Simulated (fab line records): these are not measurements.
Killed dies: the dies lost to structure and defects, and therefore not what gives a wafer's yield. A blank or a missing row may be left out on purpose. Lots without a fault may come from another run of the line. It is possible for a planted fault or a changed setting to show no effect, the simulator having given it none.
One fault through the eyes of 2 desks :: flow sky130 :: what lay behind the numbers comes last; until then each desk has only its own

FROM THE METROLOGY DESK
Means of the sampled wafers that have a number, per lot and without regard to the tool the lot ran on: this is what the gauges read. If a lot's mean is further than 4 standard deviations from the usual mean, the lot is out of limits and carries the mark OUT (the distance appears in the brackets).
Columns: A = cdNm at SKY_POLY_GATE_CD_MEAS_13, usual 149.3 nm; B = LDD_P_OVL at SKY_LDD_P_OVL_MEAS_08, usual -0.2 nm
lot: L542
first seen here: day 17 18:42
A: 148.6
B: -0.8

lot: L541
first seen here: day 17 19:02
A: 150.8
B: -0.5

lot: L543
first seen here: day 18 00:39
A: 150.5
B: -0.6

lot: L544
first seen here: day 18 03:05
A: 150.1
B: 0.1

lot: L549
first seen here: day 19 16:16
A: 150.6
B: -1.1

lot: L548
first seen here: day 19 18:40
A: 148.7
B: 0.8

lot: L553
first seen here: day 21 11:55
A: 149.7
B: -1.2

lot: L555
first seen here: day 22 05:31
A: 149.5
B: -0.7

lot: L556
first seen here: day 22 07:10
A: 146.9
B: -0.6

lot: L558
first seen here: day 22 15:58
A: 150.9
B: 1.5

lot: L557
first seen here: day 22 17:42
A: 146.8
B: -1.5

lot: L559
first seen here: day 23 00:10
A: 148.4
B: 1.5

lot: L562
first seen here: day 24 07:45
A: 148.8
B: 0.2
Result from this desk: across the 13 lots, nothing is out of limits.

FOR THE TOOL OWNER'S DESK: lithoTrack-01
Per lot that ran on this tool, the mean of the sampled wafers carrying a number, from the tool's own readings at SKY_LDD_HVN_SOFTBAKE_03 (time 60 s). If a lot's mean is further than 4 standard deviations from the usual mean, the lot is out of limits and carries the mark OUT (the distance appears in the brackets).
Columns: A = heaterPowerTotalW at SKY_LDD_HVN_SOFTBAKE_03, usual 56.60 W; B = runLengthS at SKY_LDD_HVN_SOFTBAKE_03, usual 88.94 s
lot: L542
first seen here: day 21 05:30
A: 56.64
B: 88.87

lot: L544
first seen here: day 21 12:24
A: 56.57
B: 88.81

lot: L549
first seen here: day 22 22:49
A: 56.60
B: 88.81

lot: L553
first seen here: day 24 18:46
A: 57.59 (+23) OUT
B: 85.92 (-18) OUT

lot: L555
first seen here: day 25 10:19
A: 57.57 (+22) OUT
B: 86.07 (-17) OUT

lot: L556
first seen here: day 25 11:49
A: 57.56 (+22) OUT
B: 86.06 (-17) OUT
This desk's verdict: out of limits on L553, L555, L556, starting with L553 at day 24 18:46 (heaterPowerTotalW at SKY_LDD_HVN_SOFTBAKE_03). L542, L544, L549 stayed within limits.

BROUGHT TOGETHER
On L553, L555, L556, at day 24 18:46, an alarm was possible from the tool owner's desk.
Metrology desk: nothing out of limits seen.
The metrology desk holds a record of L553, L555, L556, inside its limits.
All the named lots went through SKY_LDD_HVN_SOFTBAKE_03 on lithoTrack-01.

WHAT HAD BEEN PUT IN BY THE SIMULATOR
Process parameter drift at SKY_LDD_HVN_SOFTBAKE_03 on lithoTrack-01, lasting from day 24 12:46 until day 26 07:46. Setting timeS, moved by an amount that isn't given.
Struck lots among those shown: L553, L555, L556.
Delay in hours, fault start to first out-of-limits reading, by desk: the tool owner's desk at 6.
